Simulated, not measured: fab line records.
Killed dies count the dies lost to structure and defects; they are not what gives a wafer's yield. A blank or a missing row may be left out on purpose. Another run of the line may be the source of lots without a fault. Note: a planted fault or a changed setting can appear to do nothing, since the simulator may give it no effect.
Chamber matching ; flow gf180mcu ; GF_V3_CMP_04 on cmp-02: 4 sister chambers
The step polishes SiO2. 8 wafers are shown with their chamber, then 12 later ones without.

== EACH WAFER AND ITS CHAMBER ==
wafer;chamber;motorCurrentA (A);retainingRingPressureFrac
L083.3;0;11.4;0.999
L084.4;0;11.7;1.000
L087.5;2;13.4;0.997
L087.6;3;13.1;1.002
L088.3;3;13.6;1.000
L089.3;1;11.2;1.003
L089.5;2;13.8;0.998
L089.6;1;11.9;1.004

== WAFERS WITH NO CHAMBER GIVEN ==
wafer;motorCurrentA (A);retainingRingPressureFrac
L091.1;12.3;1.005
L091.2;13.4;1.004
L091.5;13.1;0.998
L094.1;12.1;0.999
L094.3;11.7;1.003
L094.6;11.8;1.000
L096.2;13.7;1.006
L096.3;11.8;1.000
L096.5;12.2;0.994
L097.1;11.2;0.997
L097.3;12.9;1.000
L097.5;11.5;0.994

== EACH ONE'S CHAMBER ==
wafer;from the rows above;in truth
L091.1;1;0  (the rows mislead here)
L091.2;3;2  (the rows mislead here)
L091.5;can't be placed: 2 or 3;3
L094.1;0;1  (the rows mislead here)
L094.3;1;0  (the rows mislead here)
L094.6;0;0
L096.2;can't be placed: 3 or 1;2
L096.3;0;0
L096.5;can't be placed: 2 or 0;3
L097.1;0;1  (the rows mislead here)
L097.3;can't be placed: 3 or 2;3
L097.5;can't be placed: 0 or 2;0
Correct placement for 2 of the 12. These rows do not allow placing 5 (true chamber among the candidates in 3). Number placed wrongly: 5.
How it was worked out, from the rows above alone: a wafer's distance from a chamber is the root of the sum, over the readings, of the square of ((its reading less the chamber's mean) divided by the reading's scatter). The wafer belongs to the nearest chamber; if the next one is less than 2 further off, it can't be placed. A chamber's mean is the mean of its shown wafers. The scatter: take each reading less its chamber's mean, square it, sum over the shown wafers, divide by the number of wafers less the number of chambers, and take the root.
